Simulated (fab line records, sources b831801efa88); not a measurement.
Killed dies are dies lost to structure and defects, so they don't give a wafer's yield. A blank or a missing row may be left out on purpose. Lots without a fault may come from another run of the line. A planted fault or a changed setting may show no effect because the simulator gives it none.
One fault seen from 2 desks | flow sky130 | each desk has only its own numbers; what lay behind them comes last

THE TOOL OWNER'S DESK: pvd_sputter-02
The tool's own readings at SKY_METAL2_SPUTTER_02 (material AlCu, target thk 250 nm, time 13.3 s): means of the sampled wafers that have a number, for each lot that ran on this tool. A lot is out of limits, marked OUT, if its mean lies more than 4 standard deviations from the usual mean; the brackets give that distance.
Columns: A = cathode_dc_power_W at SKY_METAL2_SPUTTER_02, usual 10600 W; B = chamber_pressure_pa at SKY_METAL2_SPUTTER_02, usual 0.3999 Pa; C = throttle_valve_pct at SKY_METAL2_SPUTTER_02, usual 30.3 %
lot  | first seen here | A                      | B      | C
L248 | day 34 06:01    | 10598                  | 0.4003 | 29.9
L251 | day 35 09:49    | 10599                  | 0.3998 | 29.8
L260 | day 38 08:02    | 9816 (-99 or more) OUT | 0.4006 | 29.6
This desk's finding: out of limits on L260; first on L260, day 38 08:02 (cathode_dc_power_W at SKY_METAL2_SPUTTER_02). In limits: L248, L251.

THE METROLOGY DESK
What the gauges read, lot by lot, whatever tool the lot ran on: means of the sampled wafers that have a number. A lot is out of limits, marked OUT, if its mean lies more than 4 standard deviations from the usual mean; the brackets give that distance.
Columns: A = VIA1_W_THK at SKY_VIA1_THK_MEAS_23, usual 273 nm; B = METAL2_ALCU_RS at SKY_METAL2_RS_MEAS_05, usual 0.1269 ohm/sq; C = METAL2_ALCU_THK at SKY_METAL2_THK_MEAS_06, usual 249.9 nm
lot  | first seen here | A   | B                | C
L247 | day 33 20:16    | 280 | 0.1266           | 251.8
L248 | day 34 05:36    | 273 | 0.1256           | 252.4
L251 | day 35 09:25    | 274 | 0.1285           | 247.0
L254 | day 36 14:01    | 269 | 0.1278           | 247.4
L260 | day 38 07:40    | 274 | 0.1416 (+13) OUT | 229.2 (-7.7) OUT
L262 | day 38 12:06    | 272 | 0.1265           | 251.1
L263 | day 39 02:09    | 277 | 0.1258           | 252.9
L267 | day 40 05:43    | 283 | 0.1264           | 249.7
L269 | day 40 23:02    | 275 | 0.1271           | 249.6
This desk's finding: out of limits on L260; first on L260, day 38 08:11 (METAL2_ALCU_RS at SKY_METAL2_RS_MEAS_05). In limits: L247, L248, L251, L254, L262, L263, L267, L269.

PUT TOGETHER
The tool owner's desk could have raised an alarm at day 38 08:02, on L260.
The metrology desk could have raised an alarm at day 38 08:11, on L260.
Of the lots named, all ran SKY_METAL2_SPUTTER_02 on pvd_sputter-02.

WHAT THE SIMULATOR HAD PUT IN
Process parameter drift: pvd_sputter-02, from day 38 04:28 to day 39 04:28, at SKY_METAL2_SPUTTER_02. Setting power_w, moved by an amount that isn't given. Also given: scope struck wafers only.
Lots struck among those shown: L260.
Hours from the fault's start to each desk's first reading out of limits: the tool owner's desk, 4; the metrology desk, 4.
